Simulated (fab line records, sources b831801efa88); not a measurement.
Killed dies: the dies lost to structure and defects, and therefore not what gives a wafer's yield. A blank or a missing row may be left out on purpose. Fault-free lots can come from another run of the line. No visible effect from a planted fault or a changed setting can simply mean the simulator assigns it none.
Chamber matching -- flow gf180mcu -- cmp-02 running GF_V3_CMP_26: 4 sister chambers
The step polishes, stops on SiO2, t overpolish 15 s, target thk 0 nm. 27 wafers are shown with their chamber, then 12 later ones without.

== EACH WAFER AND ITS CHAMBER ==
wafer,chamber,motor_current_A (A),time_to_endpoint_s (s),head_pressure_psi (psi)
L074.3,0,11.1,86,3.490
L074.4,1,10.4,88,3.500
L074.6,2,10.8,81,3.503
L076.2,3,12.4,81,3.486
L076.5,1,10.6,83,3.493
L076.6,0,11.5,83,3.503
L080.2,2,10.8,83,3.514
L080.4,1,10.3,87,3.492
L080.5,2,11.0,82,3.513
L082.1,0,11.5,82,3.498
L082.4,2,10.7,82,3.517
L082.5,0,11.8,86,3.516
L083.1,0,10.9,81,3.503
L083.2,2,11.6,82,3.489
L083.4,1,10.6,86,3.501
L085.2,1,10.9,91,3.498
L085.4,2,10.7,88,3.506
L085.5,2,11.2,87,3.505
L086.1,1,10.6,87,3.500
L086.2,3,12.4,82,3.501
L086.6,1,10.2,86,3.504
L087.2,2,11.5,86,3.519
L087.4,1,10.2,87,3.503
L087.6,1,10.4,87,3.502
L091.1,3,12.4,87,3.496
L091.3,2,10.9,84,3.480
L091.6,1,10.4,89,3.500

SIGNATURES (averages over the wafers above)
reading,chamber 0,chamber 1,chamber 2,chamber 3,scatter within a chamber
motor_current_A,11.360,10.460,11.022,12.400,0.284
time_to_endpoint_s,83.60,87.10,83.89,83.33,2.39
head_pressure_psi,3.50200,3.49930,3.50511,3.49433,0.0093
Rule: a wafer lies at a distance from a chamber equal to the root of the sum of squares, over the readings, of (its reading less the chamber's mean, divided by the reading's scatter). The wafer belongs to the nearest chamber; if the next one is less than 2 further off, it can't be placed. The scatter is the square root of a quotient: the sum, over the shown wafers, of each reading's squared deviation from its chamber's mean, divided by wafers minus chambers.

== WAFERS WHOSE CHAMBER IS MISSING ==
wafer,motor_current_A (A),time_to_endpoint_s (s),head_pressure_psi (psi)
L093.2,12.1,83,3.504
L093.3,10.4,88,3.484
L093.4,11.5,84,3.513
L094.1,11.3,84,3.500
L094.5,10.2,87,3.500
L094.6,11.2,83,3.505
L096.2,11.7,84,3.503
L096.4,10.8,85,3.505
L096.5,10.8,89,3.513
L097.3,12.2,88,3.493
L097.4,11.4,88,3.507
L097.5,10.9,87,3.508

== CHAMBER TAKEN BY EACH ==
wafer,from the rows above,in truth
L093.2,can't be placed: 3 or 0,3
L093.3,can't be placed: 1 or 2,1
L093.4,can't be placed: 0 or 2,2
L094.1,can't be placed: 0 or 2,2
L094.5,1,1
L094.6,can't be placed: 0 or 2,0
L096.2,can't be placed: 0 or 2 or 3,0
L096.4,can't be placed: 2 or 1 or 0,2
L096.5,can't be placed: 1 or 2 or 0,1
L097.3,can't be placed: 3 or 0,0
L097.4,can't be placed: 0 or 2 or 1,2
L097.5,can't be placed: 2 or 1 or 0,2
Correctly placed: 1 of 12. Cannot be placed on the basis of these rows: 11; the candidates contain the true chamber in 11. Placed wrongly: 0.
